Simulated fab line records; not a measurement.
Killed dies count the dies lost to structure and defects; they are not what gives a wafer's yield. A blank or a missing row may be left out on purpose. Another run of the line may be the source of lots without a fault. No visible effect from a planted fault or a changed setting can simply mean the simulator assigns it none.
Chamber matching    flow gf180mcu    GF_CONTACT_CVD_02 on pecvd-01: 3 sister chambers
The step deposits SiO2 from TEOS, target thk 860 nm, time 95.992 s. 16 wafers are shown with their chamber, then 8 later ones without.

== EACH WAFER AND ITS CHAMBER ==
wafer   chamber  heaterPowerW (W)
L946.1  2        948
L946.2  1        770
L946.3  0        590
L948.3  2        874
L948.4  1        665
L948.5  0        595
L951.1  1        790
L951.2  2        867
L951.4  2        937
L953.1  0        540
L953.3  1        751
L953.4  1        813
L954.2  2        749
L954.3  0        548
L954.5  1        787
L955.3  0        512

SIGNATURES (averages over the wafers above)
reading       chamber 0  chamber 1  chamber 2  scatter within a chamber
heaterPowerW  557.00     762.67     875.00     57.9
Rule: for each reading, subtract the chamber's mean from the wafer's reading, divide by that reading's scatter and square the result; add these up over the readings and take the root, which gives the wafer's distance from the chamber. If the next closest chamber is less than 2 further off than the closest, the wafer can't be placed; otherwise it belongs to the closest. The scatter: take each reading less its chamber's mean, square it, sum over the shown wafers, divide by the number of wafers less the number of chambers, and take the root.

== WAFERS WITH NO CHAMBER GIVEN ==
wafer   heaterPowerW (W)
L955.4  564
L955.6  832
L956.2  790
L956.4  744
L956.6  825
L962.1  689
L962.2  916
L962.4  468

== CHAMBER TAKEN BY EACH ==
wafer   from the rows above           in truth
L955.4  0                             0
L955.6  can't be placed: 2 or 1       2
L956.2  can't be placed: 1 or 2       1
L956.4  can't be placed: 1 or 2       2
L956.6  can't be placed: 2 or 1       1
L962.1  can't be placed: 1 or 0 or 2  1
L962.2  can't be placed: 2 or 1       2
L962.4  0                             0
2 of 8 placed correctly. From these rows, 6 cannot be placed; in 6 the true chamber is one of the candidates. Number placed wrongly: 0.
